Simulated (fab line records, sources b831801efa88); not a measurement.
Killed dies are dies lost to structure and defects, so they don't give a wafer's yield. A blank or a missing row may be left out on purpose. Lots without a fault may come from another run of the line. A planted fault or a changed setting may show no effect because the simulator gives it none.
Problem report in the 8D (eight disciplines) form, filled by code | flow sky130 | the parts of the form that need people (team, actions taken, sign-off) are left out

1. THE PROBLEM
developer_temp_C at SKY_METAL1_DEVELOP_14 reads a mean of 20.43 C on 8 wafers of 3 lots; wafers without a fault read 21.00 C with a standard deviation of 0.11. That is -5.2 standard deviations from the usual mean.
The step: develop time 60 s.
First seen on wafer L820.2, day 38 12:00, on litho_track-04. The record holds 35 wafers of 12 lots with a number at this step. Rule for "out", or "out of limits": more than 4 standard deviations from the usual mean. The other wafers with a number count as sound.

2. WHAT IT IS AND WHAT IT IS NOT
question                    | is                     | is not
which readings at this step | developer_temp_C       | -
which lots                  | L820, L821, L824       | L802, L803, L804, L812, L814, L815, L816, L819, L823
which wafers of those lots  | all that have a number | -
read on which tools         | litho_track-04         | litho_track-01, litho_track-03
when                        | from day 38 12:00      | up to then (24 sound wafers); but 3 sound wafers of L823 came after

3. SUSPECTS, AND WHAT RULES EACH OUT
Counting: a tool at a process step up to the reading stays a suspect if it ran every lot that is out and no sound lot after the first of them.
- pvd_sputter-03 at SKY_METAL1_SPUTTER_02 (material AlCu, target thk 250 nm, time 13.3 s): ruled out as a lasting fault. Sound lots L823 ran on it after its first lot that is out, L820 (day 37 10:15).
- litho_track-04 at SKY_METAL1_DEVELOP_14 (develop time 60 s): kept. It ran every lot that is out, first L820 (day 38 12:00), and no sound lot after that; its last sound lot up to then is L816 (day 37 08:00). Its own readings are out on those wafers: developer_temp_C.
Left after counting: litho_track-04 at SKY_METAL1_DEVELOP_14.

4. THE CAUSE (what the simulator had put in)
Process parameter drift: litho_track-04, from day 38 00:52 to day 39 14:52, at SKY_METAL1_DEVELOP_14. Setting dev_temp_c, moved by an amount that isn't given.
Counting left only this tool.

5. THE CHAIN OF EFFECTS, in route order
Each row: a reading whose mean over the struck wafers that have a number lies more than 3 standard deviations from the usual. Only readings for which the record gives a usual standard deviation are gone through. hours: the time from each lot's start at the first step in this table that gives one to its start at this step, as a median over the lots. sigmas: the change in usual standard deviations.
hours | step                  | reading          | usual   | on struck wafers | change | sigmas
0     | SKY_METAL1_DEVELOP_14 | developer_temp_C | 21.00 C | 20.43            | -0.57  | -5.2
The process steps in it:
- SKY_METAL1_DEVELOP_14: develop time 60 s.

6. WHAT WOULD HAVE CAUGHT IT SOONER
In this record the first reading out of limits was taken at day 38 12:00, 11 hours after the fault began at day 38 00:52.
